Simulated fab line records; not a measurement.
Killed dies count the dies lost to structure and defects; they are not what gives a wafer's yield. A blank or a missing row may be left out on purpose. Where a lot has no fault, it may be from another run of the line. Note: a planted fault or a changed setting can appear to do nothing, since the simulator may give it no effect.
Which tool is to blame? + flow gf180mcu + Sampling: 11 lots, 33 wafers, 3 of 602 route steps

== WHAT THE GAUGES SHOWED, per wafer ==
GF_LVPWELL_OVL_MEAS_07. Usual: LVPWELL_OVL typically reads -0.4 nm, with standard deviation 1.2.
| lot  | measured    | on         | LVPWELL_OVL (nm) | flag |
|------|-------------|------------|------------------|------|
| L557 | day 3 21:15 | overlay-02 | 0.0 -0.4 -0.8    |      |
| L558 | day 4 02:20 | overlay-02 | -1.8 -1.2 -1.2   |      |
| L561 | day 4 19:05 | overlay-01 | 1.0 -0.3 -1.0    |      |
| L564 | day 5 11:23 | overlay-02 | 1.9 1.5 1.5      |      |
| L568 | day 6 11:45 | overlay-01 | -1.1 -0.8 0.1    |      |
| L570 | day 6 21:48 | overlay-01 | 1.0 0.4 1.7      |      |
| L572 | day 7 09:35 | overlay-01 | - - -            | OFF  |
| L577 | day 8 13:59 | overlay-01 | 2.0 -0.4 1.3     |      |
| L578 | day 8 17:50 | overlay-01 | -0.2 0.6 -1.5    |      |
| L579 | day 9 01:13 | overlay-02 | -2.0 -0.5 1.2    |      |
| L580 | day 9 06:57 | overlay-01 | -1.6 -1.5 -1.4   |      |

GF_LVPWELL_TW_MEAS_11. Usual: LVPWELL_TW typically reads 558.3, with standard deviation 2.9.
| lot  | measured    | on            | LVPWELL_TW                    | flag |
|------|-------------|---------------|-------------------------------|------|
| L557 | day 3 21:41 | film metro-03 | 561.1 562.7 559.2             |      |
| L558 | day 4 02:47 | film metro-03 | 558.3 555.4 556.2             |      |
| L561 | day 4 19:31 | film metro-03 | 560.3 562.0 560.1             |      |
| L564 | day 5 11:50 | film metro-02 | 560.7 563.6 559.0             |      |
| L568 | day 6 12:17 | film metro-02 | 561.9 559.5 562.9             |      |
| L570 | day 6 22:14 | film metro-02 | 559.5 563.1 560.9             |      |
| L572 | day 7 10:01 | film metro-02 | 30.0 29.8 29.8 29.8 30.0 29.9 | OFF  |
| L577 | day 8 14:25 | film metro-04 | 553.8 554.6 554.3             |      |
| L578 | day 8 18:16 | film metro-04 | 554.5 553.3 554.6             |      |
| L579 | day 9 01:39 | film metro-02 | 562.5 562.0 562.1             |      |
| L580 | day 9 07:23 | film metro-04 | 557.6 556.7 558.6             |      |

== WHICH TOOL RAN EACH LOT (tool, then ch and the chambers of the sampled wafers, then the start) ==
| lot  | GF_LVPWELL_EXPOSE_04               |
|------|------------------------------------|
| L557 | iline stepper-01 ch 0, day 3 14:39 |
| L558 | iline stepper-02 ch 0, day 3 20:12 |
| L561 | iline stepper-01 ch 0, day 4 12:55 |
| L564 | iline stepper-01 ch 0, day 5 04:41 |
| L568 | iline stepper-01 ch 0, day 6 04:20 |
| L570 | iline stepper-02 ch 0, day 6 14:37 |
| L572 | iline stepper-02 ch 0, day 7 01:55 |
| L577 | iline stepper-01 ch 0, day 8 05:40 |
| L578 | iline stepper-01 ch 0, day 8 09:36 |
| L579 | iline stepper-01 ch 0, day 8 16:58 |
| L580 | iline stepper-02 ch 0, day 8 22:43 |
- GF_LVPWELL_EXPOSE_04: exposes mask LVPWELL, target cd 600 nm.

== WHAT THE TOOLS THEMSELVES READ (means of the sampled wafers that have a number; where no wafer has one, the mark that the record gives instead) ==
GF_LVPWELL_EXPOSE_04. Usual: 0.0 nm for focus offset nm, sd 0.47.
| lot  | tool             | focus offset nm (nm) | flag |
|------|------------------|----------------------|------|
| L557 | iline stepper-01 | 0.5                  |      |
| L558 | iline stepper-02 | -0.1                 |      |
| L561 | iline stepper-01 | -0.4                 |      |
| L564 | iline stepper-01 | 0.3                  |      |
| L568 | iline stepper-01 | -0.1                 |      |
| L570 | iline stepper-02 | 0.2                  |      |
| L572 | iline stepper-02 | -0.5                 |      |
| L577 | iline stepper-01 | 0.2                  |      |
| L578 | iline stepper-01 | 0.6                  |      |
| L579 | iline stepper-01 | 0.0                  |      |
| L580 | iline stepper-02 | 0.3                  |      |

== THE ANSWER, worked out from the rows above alone ==
Rule: a lot counts as off when the mean over its wafers that have a number is more than 3 standard deviations away from the usual mean. A lot without any number at a reading at which 4 lots or more have one is off too. The other lots that the step has rows for count as sound. Order of review: gauges by route order, followed by the tools' own readings, for which a lot's mean as printed above is used. At the first step where some lot is off, the reading lying furthest off is the one used; lots without a number count as furthest.
Off: at GF_LVPWELL_OVL_MEAS_07 (LVPWELL_OVL), L572. Without a number there: L572.
If a tool, at a process step before that reading, ran all the lots that are off and no sound lot after the first of them, it fits. Not tried: the gauges at GF_LVPWELL_OVL_MEAS_07; whatever is off there is also off at GF_LVPWELL_TW_MEAS_11, on other tools, and gauge error can't account for it. None of those tried fits.

== WHAT WAS PUT IN BY THE SIMULATOR ==
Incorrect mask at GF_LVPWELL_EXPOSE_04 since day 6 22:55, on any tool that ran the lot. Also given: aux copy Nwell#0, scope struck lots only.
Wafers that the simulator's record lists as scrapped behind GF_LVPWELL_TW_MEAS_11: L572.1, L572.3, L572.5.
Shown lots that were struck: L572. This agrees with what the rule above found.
